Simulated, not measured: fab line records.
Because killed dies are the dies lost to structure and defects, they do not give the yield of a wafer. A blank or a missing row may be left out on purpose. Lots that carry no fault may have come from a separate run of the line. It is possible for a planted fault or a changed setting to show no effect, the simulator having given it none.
Check for tools in common / flow gf180mcu / 13 lots, 39 wafers sampled

REASON IT WAS OPENED
At GF_M4_CD_MEAS_14 the reading cd nm is flagged on 2 of 13 lots. Wafers without a fault read 279.9 nm, standard deviation 1.1.
Rule: a lot is flagged in two cases, either no wafer of it has a number, or all its wafers with numbers fall more than 4 standard deviations from that mean. The rest of the lots are taken to be sound.

lot=L155; measured=day 23 09:49; on=cd sem-02; cd nm (nm), wafer by wafer=280.0 280.9 280.1; flag=
lot=L156; measured=day 23 21:25; on=cd sem-02; cd nm (nm), wafer by wafer=279.3 278.7 278.8; flag=
lot=L157; measured=day 24 04:26; on=cd sem-01; cd nm (nm), wafer by wafer=279.9 279.7 278.4; flag=
lot=L161; measured=day 25 13:27; on=cd sem-02; cd nm (nm), wafer by wafer=278.6 279.5 278.7; flag=
lot=L162; measured=day 25 18:39; on=cd sem-01; cd nm (nm), wafer by wafer=280.6 279.7 279.3; flag=
lot=L166; measured=day 27 08:05; on=cd sem-01; cd nm (nm), wafer by wafer=263.3 263.9 263.1; flag=FLAGGED
lot=L167; measured=day 27 13:35; on=cd sem-01; cd nm (nm), wafer by wafer=264.6 264.2 265.7; flag=FLAGGED
lot=L168; measured=day 28 03:48; on=cd sem-02; cd nm (nm), wafer by wafer=276.9 278.9 279.1; flag=
lot=L169; measured=day 28 06:41; on=cd sem-01; cd nm (nm), wafer by wafer=278.4 278.9 279.6; flag=
lot=L170; measured=day 28 09:56; on=cd sem-02; cd nm (nm), wafer by wafer=280.5 281.4 280.4; flag=
lot=L172; measured=day 28 21:48; on=cd sem-01; cd nm (nm), wafer by wafer=280.3 280.8 280.4; flag=
lot=L177; measured=day 30 08:54; on=cd sem-01; cd nm (nm), wafer by wafer=280.2 279.4 280.1; flag=
lot=L178; measured=day 30 16:33; on=cd sem-01; cd nm (nm), wafer by wafer=282.6 281.1 280.7; flag=
On average the flagged lots' numbers are 264.1 nm, which is -15.8 nm against the usual, or -14 standard deviations.

TOOL THAT RAN EACH LOT
Before the reading, the record contains 2 process steps out of a 602-step route. Every cell lists first the tool, next ch and the chambers used by the sampled wafers, and last the start.
lot=L155; flag=; GF_M3_SPUTTER_04=pvd sputter-02, day 20 08:33; GF_M4_SOFTBAKE_10=litho track-02 ch 0, day 22 22:04
lot=L156; flag=; GF_M3_SPUTTER_04=pvd sputter-04, day 20 19:53; GF_M4_SOFTBAKE_10=litho track-03 ch 0, day 23 10:13
lot=L157; flag=; GF_M3_SPUTTER_04=pvd sputter-02, day 21 04:38; GF_M4_SOFTBAKE_10=litho track-03 ch 0, day 23 16:59
lot=L161; flag=; GF_M3_SPUTTER_04=pvd sputter-02, day 22 15:21; GF_M4_SOFTBAKE_10=litho track-03 ch 0, day 25 02:41
lot=L162; flag=; GF_M3_SPUTTER_04=pvd sputter-02, day 22 21:48; GF_M4_SOFTBAKE_10=litho track-04 ch 0, day 25 08:22
lot=L166; flag=FLAGGED; GF_M3_SPUTTER_04=pvd sputter-04, day 24 13:25; GF_M4_SOFTBAKE_10=litho track-02 ch 0, day 26 21:36
lot=L167; flag=FLAGGED; GF_M3_SPUTTER_04=pvd sputter-02, day 24 20:23; GF_M4_SOFTBAKE_10=litho track-02 ch 0, day 27 03:31
lot=L168; flag=; GF_M3_SPUTTER_04=pvd sputter-02, day 25 10:53; GF_M4_SOFTBAKE_10=litho track-03 ch 0, day 27 17:26
lot=L169; flag=; GF_M3_SPUTTER_04=pvd sputter-02, day 25 12:59; GF_M4_SOFTBAKE_10=litho track-03 ch 0, day 27 20:36
lot=L170; flag=; GF_M3_SPUTTER_04=pvd sputter-02, day 25 18:03; GF_M4_SOFTBAKE_10=litho track-03 ch 0, day 27 23:59
lot=L172; flag=; GF_M3_SPUTTER_04=pvd sputter-04, day 26 06:34; GF_M4_SOFTBAKE_10=litho track-04 ch 0, day 28 11:58
lot=L177; flag=; GF_M3_SPUTTER_04=pvd sputter-04, day 27 20:40; GF_M4_SOFTBAKE_10=litho track-03 ch 0, day 29 23:56
lot=L178; flag=; GF_M3_SPUTTER_04=pvd sputter-02, day 28 05:43; GF_M4_SOFTBAKE_10=litho track-04 ch 0, day 30 07:08
These steps, and what they do:
- GF_M3_SPUTTER_04: material TiN, target thk 50 nm, time 41.7 s.
- GF_M4_SOFTBAKE_10: time 60 s.
- GF_M4_CD_MEAS_14: target cd 280 nm.

FLAGGED OVER TOTAL, TOOL BY TOOL (the gauges that took the reading come last)
step=GF_M3_SPUTTER_04; tool=pvd sputter-02; lots run=9; flagged=1; share of the flagged lots=some; sound lots run after its first flagged lot=4 (L168,L169,L170,L178)
step=GF_M3_SPUTTER_04; tool=pvd sputter-04; lots run=4; flagged=1; share of the flagged lots=some; sound lots run after its first flagged lot=2 (L172,L177)
step=GF_M4_SOFTBAKE_10; tool=litho track-02; lots run=3; flagged=2; share of the flagged lots=all; sound lots run after its first flagged lot=0
step=GF_M4_SOFTBAKE_10; tool=litho track-03; lots run=7; flagged=0; share of the flagged lots=none; sound lots run after its first flagged lot=-
step=GF_M4_SOFTBAKE_10; tool=litho track-04; lots run=3; flagged=0; share of the flagged lots=none; sound lots run after its first flagged lot=-
step=GF_M4_CD_MEAS_14; tool=cd sem-01; lots run=8; flagged=2; share of the flagged lots=all; sound lots run after its first flagged lot=4 (L169,L172,L177,L178)
step=GF_M4_CD_MEAS_14; tool=cd sem-02; lots run=5; flagged=0; share of the flagged lots=none; sound lots run after its first flagged lot=-

THE TABLE: WHAT IT ALLOWS
Every flagged lot went through 2 rows of the table: litho track-02 at GF_M4_SOFTBAKE_10 and cd sem-01 at GF_M4_CD_MEAS_14.
- litho track-02 at GF_M4_SOFTBAKE_10: 2 of its 3 lots flagged. Its last sound lot is L155 (day 22 22:04), its first flagged lot L166 (day 26 21:36): a fault that began between those two fits. Its own readings (heater power total W, plate temp C) fall more than 4 standard deviations out on all wafers of the flagged lots.
- cd sem-01 at GF_M4_CD_MEAS_14: 2 of its 8 lots flagged. Sound lots followed the first flagged one (L169, L172, L177, L178) on it, something a lasting fault affecting the whole tool could not allow.
What remains is a single tool, litho track-02 at GF_M4_SOFTBAKE_10.

WHAT THE SIMULATOR HAD PUT IN
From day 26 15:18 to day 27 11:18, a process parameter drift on litho track-02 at GF_M4_SOFTBAKE_10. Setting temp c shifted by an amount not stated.
Struck lots among those shown: L166, L167. The same result came from the rule above.
